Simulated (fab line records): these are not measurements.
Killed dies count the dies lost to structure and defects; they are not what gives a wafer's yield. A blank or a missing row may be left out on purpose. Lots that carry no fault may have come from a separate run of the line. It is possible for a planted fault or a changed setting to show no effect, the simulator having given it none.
Comparing a struck lot with a sound one ; flow gf180mcu ; 15 steps out of a route of 602
Sound: these wafers, L679.1, L679.2, L679.5. Struck: wafers L685.1, L685.2, L685.4. Last of all comes the cause.
Per side, at each step with rows, come the tool, then ch with its chambers, and then its first start. Under that, the readings that differ: sound wafers ; struck wafers ; difference of the means ; sigmas: that difference in standard deviations of wafers without a fault.
alike: readings whose means differ by less than 2 such deviations, and words and numbers that are the same on both sides. not compared: withheld readings, readings that some wafer has no value for, bounds like >300 that may hide the same value, and numbers for which the record gives no deviation and whose values overlap.
The two part at a step that has a row with sigmas, a row that says differs or no value, or rows on one side only. Numbers that have no deviation but don't overlap get no sigmas and don't part them. A reading missing from all wafers of one side parts the sides only when that side holds two or more wafers.

first, 3 steps without rows for these wafers: GF_V2_EXPOSE_11 (exposes mask Via2, target cd 260 nm); GF_V2_PEB_12 (peb time 90 s); GF_V2_DEVELOP_13 (develop time 60 s).
GF_V2_CD_MEAS_14 targets a cd of 260 nm.
  sound on cd-sem-02 at day 24 03:20; struck on cd-sem-01 at day 26 20:27
  alike: cd-nm
GF_V2_OVL_MEAS_15:
  sound on overlay-02 at day 24 03:27; struck on overlay-01 at day 26 20:34
  alike: V2_OVL
GF_V2_ETCH_16: etches BARC in N2/H2.
  sound on rie-diel-04 ch 0,2,3, day 24 03:29; struck on rie-diel-01 ch 0,1,2, day 26 20:37
  alike: drypump-motor-current-A, oes-product-au, throttle-valve-pct
GF_V2_ETCH_17: etches SiO2 in C4F8/O2/Ar, stops on TiN, target depth 630 nm.
  sound: rie-diel-04 ch 0,2,3; struck: rie-diel-01 ch 0,1,2
  alike: oes-product-au
GF_V2_STRIP_18: strips in O2/N2.
  sound on plasma-asher-02 ch 0,1, day 24 03:37; struck on plasma-asher-02 ch 0,1, day 26 20:44
reading;sound;struck;difference;sigmas
platen-temp-c (C);249.88 249.48 249.66;250.21 249.95 250.39;+0.51;+3
  alike: drypump-motor-current-A, heater-power-w, oes-product-au
  not compared: rf-hours-counter-h
then, 2 steps without rows for these wafers: GF_V2_STRIP_19 (strips in post etch residue remover, time 1200 s); GF_V2_CLEAN_20 (cleans in DIW).
GF_V2_SPUTTER_21: material Ti, target thk 15 nm, time 80.02 s.
  sound on pvd-sputter-02 at day 24 04:31; struck on pvd-sputter-02 at day 26 21:16
  alike: throttle-valve-pct
GF_V2_SPUTTER_22: material TiN, target thk 10 nm, time 40 s.
  sound on pvd-sputter-02 at day 24 04:35; struck on pvd-sputter-02 at day 26 21:20
  alike: throttle-valve-pct
GF_V2_CVD_23: deposits W, target thk 350 nm, time 104.94 s.
  sound on cvd-w-01 ch 0,1, day 24 04:37; struck on cvd-w-01 ch 0,1, day 26 21:22
reading;sound;struck;difference;sigmas
heater-power-outer-w (W);485 521 485;681 630 692;+171;+7
heater-power-w (W);818 928 807;1151 1015 1156;+256;+6
susceptor-temp-C (C);399.88 400.11 399.83;438.55 438.46 438.28;+38.49;+99 or more
model.W_of_V2_CVD_23.thk-nm (nm);351.9 349.5 350.4;588.2 595.8 590.3;+240.8;
  not compared: since-wet-clean-h
GF_V2_RS_MEAS_24: a four-point-probe measurement.
  sound on film-metro-02 at day 24 04:44; struck on film-metro-03 at day 26 21:46
reading;sound;struck;difference;sigmas
V2_W_RS (ohm/sq);0.326 0.328 0.327;0.194 0.191 0.193;-0.134;-30
  not compared: hold
GF_PASSIVATION_PROBE_99:
  rows exist in the record for the sound wafers here (prober-02, day 32 01:21), none for the struck ones

== WHERE THEY PART ==
At GF_V2_STRIP_18 first; at GF_PASSIVATION_PROBE_99 last (within this record only).

WHY: what the simulator had put in
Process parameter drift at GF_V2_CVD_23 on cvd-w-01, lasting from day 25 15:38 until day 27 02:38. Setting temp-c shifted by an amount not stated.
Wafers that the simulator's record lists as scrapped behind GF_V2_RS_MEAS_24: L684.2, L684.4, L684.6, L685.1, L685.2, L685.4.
